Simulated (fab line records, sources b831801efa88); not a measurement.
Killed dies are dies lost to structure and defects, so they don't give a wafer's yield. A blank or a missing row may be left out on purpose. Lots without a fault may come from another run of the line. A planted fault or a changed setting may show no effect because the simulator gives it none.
Which tool did it? | flow sky130 | 12 lots, 34 wafers sampled, at 6 steps of a route of 708

WHAT THE GAUGES READ, wafer by wafer
SKY_FIELD_ISO_THK_MEAS_23. Usual: FIELD_ISO_OXIDATION_01_THK 9.94 nm, standard deviation 0.18.
lot  | measured    | on            | FIELD_ISO_OXIDATION_01_THK (nm) | flag
L143 | day 2 12:43 | film_metro-04 | 10.01 9.78 9.78                 |
L144 | day 2 19:31 | film_metro-04 | 9.82 9.95 9.82                  |
L145 | day 3 01:03 | film_metro-02 | 10.05 9.92 9.96                 |
L147 | day 3 19:53 | film_metro-01 | 9.77 9.97 9.84                  |
L149 | day 4 02:36 | film_metro-01 | 10.00 9.94 10.02                |
L150 | day 4 02:36 | film_metro-04 | 10.25 10.41 10.10               |
L152 | day 4 10:03 | film_metro-02 | 9.93 10.09 10.17                |
L153 | day 4 14:55 | film_metro-04 | 9.61 9.51 9.80                  |
L154 | day 5 00:26 | film_metro-04 | 10.09 9.97 10.21                |
L156 | day 5 09:11 | film_metro-04 | 10.19 10.16                     |
L157 | day 5 14:01 | film_metro-01 | 10.09 10.19 10.23               |
L158 | day 5 17:28 | film_metro-04 | 9.88 9.86                       |

SKY_SONOS_ONO_THK_MEAS_05. Usual: SONOS_ONO_CVD_04_THK 5.77 nm, standard deviation 0.1.
lot  | measured     | on            | SONOS_ONO_CVD_04_THK (nm) | flag
L143 | day 12 09:46 | film_metro-04 | 5.72 5.82 5.72            |
L144 | day 12 13:58 | film_metro-01 | 5.71 5.76 5.84            |
L145 | day 12 22:06 | film_metro-02 | 5.74 5.81 5.82            |
L147 | day 14 05:08 | film_metro-02 | 5.67 5.92 5.87            |
L149 | day 14 16:28 | film_metro-04 | 5.71 5.83 5.83            |
L150 | day 14 15:13 | film_metro-02 | 5.72 5.64 5.60            |
L152 | day 14 21:52 | film_metro-04 | 5.78 5.78 5.81            |
L153 | day 15 09:10 | film_metro-02 | 5.62 5.75 5.63            |
L154 | day 15 17:41 | film_metro-04 | 5.78 5.75 5.67            |
L156 | day 16 11:17 | film_metro-04 | 5.86 5.76                 |
L157 | day 16 18:41 | film_metro-04 | 5.78 5.86 5.81            |
L158 | day 17 00:13 | film_metro-01 | 5.87 5.77                 |

SKY_LI_CONTACT_RS_MEAS_22: measures by four-point-probe. Usual: LI_CONTACT_W_RS 0.286 ohm/sq, standard deviation 0.003.
lot  | measured     | on            | LI_CONTACT_W_RS (ohm/sq) | flag
L143 | day 29 23:47 | film_metro-03 | 0.284 0.285 0.284        |
L144 | day 30 06:35 | film_metro-02 | 0.286 0.284 0.285        |
L145 | day 30 13:12 | film_metro-02 | 0.288 0.284 0.287        |
L147 | day 31 21:04 | film_metro-02 | 0.281 0.277 0.279        |
L149 | day 32 12:44 | film_metro-03 | 0.288 0.290 0.287        |
L150 | day 32 07:25 | film_metro-03 | 0.289 0.289 0.286        |
L152 | day 32 14:40 | film_metro-03 | 0.287 0.287 0.286        |
L153 | day 33 02:37 | film_metro-01 | 0.283 0.282 0.281        |
L154 | day 33 11:53 | film_metro-01 | 0.286 0.291 0.286        |
L156 | day 34 03:30 | film_metro-01 | 0.269 0.284              | OFF
L157 | day 34 09:45 | film_metro-01 | 0.289 0.268 0.268        | OFF
L158 | day 34 14:10 | film_metro-01 | 0.266 0.285              | OFF

SKY_LI_CONTACT_THK_MEAS_23: measures by xrf. Usual: LI_CONTACT_W_THK 401 nm, standard deviation 7.6.
lot  | measured     | on            | LI_CONTACT_W_THK (nm) | flag
L143 | day 29 23:55 | film_metro-03 | 393 391 394           |
L144 | day 30 06:41 | film_metro-02 | 405 409 406           |
L145 | day 30 13:19 | film_metro-02 | 401 409 403           |
L147 | day 31 21:09 | film_metro-02 | 406 415 411           |
L149 | day 32 12:51 | film_metro-03 | 392 393 397           |
L150 | day 32 07:32 | film_metro-03 | 393 392 399           |
L152 | day 32 14:47 | film_metro-03 | 394 398 399           |
L153 | day 33 02:44 | film_metro-01 | 415 417 420           |
L154 | day 33 11:59 | film_metro-01 | 411 403 410           |
L156 | day 34 03:35 | film_metro-01 | 430 410               |
L157 | day 34 09:51 | film_metro-01 | 401 434 434           |
L158 | day 34 14:16 | film_metro-01 | 433 408               |

WHICH TOOL RAN EACH LOT (tool, then ch and the chambers of the sampled wafers, then the start)
lot  | SKY_FIELD_ISO_ETCH_15             | SKY_LI_CONTACT_CVD_21
L143 | rie_diel-01 ch 1,2,3, day 2 09:59 | cvd_w-02 ch 0, day 29 23:32
L144 | rie_diel-01 ch 0,2,3, day 2 16:44 | cvd_w-01 ch 1, day 30 06:26
L145 | rie_diel-02 ch 2,3, day 2 22:47   | cvd_w-01 ch 0,1, day 30 13:04
L147 | rie_diel-02 ch 0,1,3, day 3 18:11 | cvd_w-01 ch 0,1, day 31 20:55
L149 | rie_diel-02 ch 0,1,3, day 3 23:26 | cvd_w-02 ch 0, day 32 12:36
L150 | rie_diel-03 ch 1,2,3, day 3 23:34 | cvd_w-01 ch 0,1, day 32 07:16
L152 | rie_diel-01 ch 0,2,3, day 4 08:05 | cvd_w-02 ch 0,1, day 32 14:32
L153 | rie_diel-03 ch 0,2,3, day 4 12:29 | cvd_w-01 ch 0,1, day 33 02:28
L154 | rie_diel-02 ch 0,1,3, day 4 21:44 | cvd_w-02 ch 0,1, day 33 11:44
L156 | rie_diel-01 ch 0,1, day 5 05:52   | cvd_w-02 ch 0,1, day 34 03:22
L157 | rie_diel-03 ch 0,2, day 5 11:41   | cvd_w-02 ch 0,1, day 34 09:37
L158 | rie_diel-02 ch 0,3, day 5 15:48   | cvd_w-02 ch 0, day 34 14:01
- SKY_FIELD_ISO_ETCH_15: etches the open film in CHF3/O2, stops on Si, target depth 180 nm, time 72 s.
- SKY_LI_CONTACT_CVD_21: deposits W, target thk 400 nm, time 120.56 s.

WHAT THE TOOLS THEMSELVES READ (means of the sampled wafers that have a number; where no wafer has one, the mark that the record gives instead)
SKY_FIELD_ISO_ETCH_15. Usual: drypump_motor_current_A 5.7 A, standard deviation 0.44; oes_product_au 0.944 a.u., standard deviation 0.0058; throttle_valve_pct 8.843 %, standard deviation 0.009.
lot  | tool        | drypump_motor_current_A (A) | oes_product_au (a.u.) | throttle_valve_pct (%) | flag
L143 | rie_diel-01 | 5.6                         | 0.942                 | 8.843                  |
L144 | rie_diel-01 | 5.4                         | 0.947                 | 8.844                  |
L145 | rie_diel-02 | 5.9                         | 0.945                 | 8.856                  |
L147 | rie_diel-02 | 5.6                         | 0.950                 | 8.842                  |
L149 | rie_diel-02 | 5.6                         | 0.943                 | 8.841                  |
L150 | rie_diel-03 | 6.0                         | 0.947                 | 8.839                  |
L152 | rie_diel-01 | 5.4                         | 0.949                 | 8.846                  |
L153 | rie_diel-03 | 5.9                         | 0.943                 | 8.841                  |
L154 | rie_diel-02 | 5.6                         | 0.948                 | 8.849                  |
L156 | rie_diel-01 | 5.5                         | 0.946                 | 8.851                  |
L157 | rie_diel-03 | 6.2                         | 0.948                 | 8.839                  |
L158 | rie_diel-02 | 5.8                         | 0.951                 | 8.847                  |

SKY_LI_CONTACT_CVD_21. Usual: chamber_pressure_Torr 40.01 Torr, standard deviation 0.089; heater_power_w 795 W, standard deviation 55; susceptor_temp_C 400.01 C, standard deviation 0.23.
lot  | tool     | chamber_pressure_Torr (Torr) | heater_power_w (W) | susceptor_temp_C (C) | flag
L143 | cvd_w-02 | 39.98                        | 849                | 400.07               |
L144 | cvd_w-01 | 40.12                        | 848                | 399.98               |
L145 | cvd_w-01 | 40.05                        | 806                | 399.96               |
L147 | cvd_w-01 | 40.01                        | 767                | 399.91               |
L149 | cvd_w-02 | 40.06                        | 839                | 400.06               |
L150 | cvd_w-01 | 40.02                        | 804                | 399.71               |
L152 | cvd_w-02 | 39.96                        | 782                | 399.66               |
L153 | cvd_w-01 | 40.00                        | 769                | 400.20               |
L154 | cvd_w-02 | 40.08                        | 813                | 400.14               |
L156 | cvd_w-02 | 40.01                        | 802                | 400.07               |
L157 | cvd_w-02 | 40.15                        | 780                | 400.09               |
L158 | cvd_w-02 | 39.94                        | 844                | 399.77               |

THE ANSWER, worked out from the rows above alone
Rule: a lot is off if the mean of its wafers that have a number lies more than 3 standard deviations from the usual mean. A lot without any number at a reading at which 4 lots or more have one is off too. The other lots that the step has rows for count as sound. The gauges are gone through in route order, then the tools' own readings, and for those a lot's mean is taken as printed above. The first step at which some lot is off is used, and at that step the reading that is off furthest; a lot without a number counts as furthest.
Off: L156, L157, L158, at SKY_LI_CONTACT_RS_MEAS_22 (LI_CONTACT_W_RS).
A tool fits if, at a process step before that reading, it ran every lot that is off, and no sound lot after the first of them. The gauges at SKY_LI_CONTACT_RS_MEAS_22 are tried like those tools. Can't be told from this: 2 tools fit, cvd_w-02 at SKY_LI_CONTACT_CVD_21, film_metro-01 at SKY_LI_CONTACT_RS_MEAS_22.

WHAT THE SIMULATOR HAD PUT IN
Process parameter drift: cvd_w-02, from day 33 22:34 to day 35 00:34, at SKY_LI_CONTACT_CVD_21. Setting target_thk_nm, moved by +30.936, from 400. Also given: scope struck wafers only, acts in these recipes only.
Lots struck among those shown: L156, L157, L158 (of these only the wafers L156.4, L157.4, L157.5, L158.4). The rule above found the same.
